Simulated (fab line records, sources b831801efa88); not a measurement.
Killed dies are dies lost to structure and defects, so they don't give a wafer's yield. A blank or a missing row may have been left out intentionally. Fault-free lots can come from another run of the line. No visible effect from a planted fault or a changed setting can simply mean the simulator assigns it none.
Chamber matching | flow gf180mcu | pecvd-03 running GF_PASSIVATION_CVD_02: 3 sister chambers
The step deposits Si3N4, target thk 700 nm, time 486.18 s. 14 wafers are shown with their chamber, then 7 later ones without.

EACH WAFER AND ITS CHAMBER
wafer  | chamber | heater_power_w (W)
L076.1 | 0       | 526
L076.3 | 2       | 681
L076.4 | 0       | 570
L077.1 | 2       | 646
L077.3 | 1       | 532
L077.6 | 1       | 539
L079.3 | 0       | 514
L079.5 | 0       | 546
L079.6 | 2       | 674
L083.3 | 0       | 606
L083.5 | 0       | 493
L083.6 | 1       | 546
L085.1 | 2       | 659
L085.4 | 1       | 512

SIGNATURES (means of the wafers above)
reading        | chamber 0 | chamber 1 | chamber 2 | scatter within a chamber
heater_power_w | 542.50    | 532.25    | 665.00    | 29.7
Rule: a wafer lies at a distance from a chamber equal to the root of the sum of squares, over the readings, of (its reading less the chamber's mean, divided by the reading's scatter). The wafer belongs to the nearest chamber; if the next one is less than 2 further off, it can't be placed. The scatter: the root of (the sum of the squares of (reading less its chamber's mean) over the shown wafers, divided by (wafers less chambers)).

WAFERS WHOSE CHAMBER IS MISSING
wafer  | heater_power_w (W)
L085.6 | 683
L091.4 | 673
L091.5 | 553
L091.6 | 537
L092.1 | 495
L092.2 | 500
L092.5 | 558

WHICH CHAMBER EACH ONE RAN IN
wafer  | from the rows above     | in truth
L085.6 | 2                       | 2
L091.4 | 2                       | 2
L091.5 | can't be placed: 0 or 1 | 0
L091.6 | can't be placed: 1 or 0 | 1
L092.1 | can't be placed: 1 or 0 | 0
L092.2 | can't be placed: 1 or 0 | 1
L092.5 | can't be placed: 0 or 1 | 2
Placed correctly: 2 of 7. Unplaceable from these rows: 5, with the true chamber sitting among the candidates in 4. Placed wrongly: 0.
